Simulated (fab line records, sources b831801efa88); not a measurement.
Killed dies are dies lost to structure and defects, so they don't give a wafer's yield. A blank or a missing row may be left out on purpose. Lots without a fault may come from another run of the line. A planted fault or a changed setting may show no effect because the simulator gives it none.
Chamber matching | flow sky130 | SKY_SPACER_ETCHBACK_02 on rie_diel-04: 4 sister chambers
The step etches Si3N4 in CH3F/O2, stops on SiO2, time 46.7 s, target depth 45 nm. 4 wafers are shown with their chamber, then 10 later ones without.

WAFERS WITH THEIR CHAMBER
wafer  | chamber | drypump_motor_current_A (A)
L081.1 | 2       | 5.6
L085.5 | 3       | 4.7
L089.1 | 1       | 6.1
L089.2 | 0       | 6.2

WAFERS WITHOUT THEIR CHAMBER
wafer  | drypump_motor_current_A (A)
L089.3 | 4.7
L090.2 | 4.7
L090.4 | 6.2
L090.6 | 5.5
L092.4 | 5.6
L092.5 | 4.7
L092.6 | 6.1
L094.1 | 4.7
L094.4 | 5.6
L094.5 | 5.6

WHICH CHAMBER EACH WENT THROUGH
wafer  | from the rows above | in truth
L089.3 | 3                   | 3
L090.2 | 3                   | 3
L090.4 | 0                   | 0
L090.6 | 2                   | 2
L092.4 | 2                   | 2
L092.5 | 3                   | 3
L092.6 | 1                   | 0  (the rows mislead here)
L094.1 | 3                   | 3
L094.4 | 2                   | 2
L094.5 | 2                   | 2
Placed correctly: 9 of 10. Can't be placed from these rows: 0. Placed wrongly: 1.
How it was worked out, from the rows above alone: a wafer's distance from a chamber is the root of the sum, over the readings, of the square of ((its reading less the chamber's mean) divided by the reading's scatter). The wafer belongs to the nearest chamber; if the next one is less than 2 further off, it can't be placed. A chamber's mean is the mean of its shown wafers. The scatter: with one shown wafer a chamber, the root of the mean of the squares of how far each hidden wafer lies from its nearest shown one.
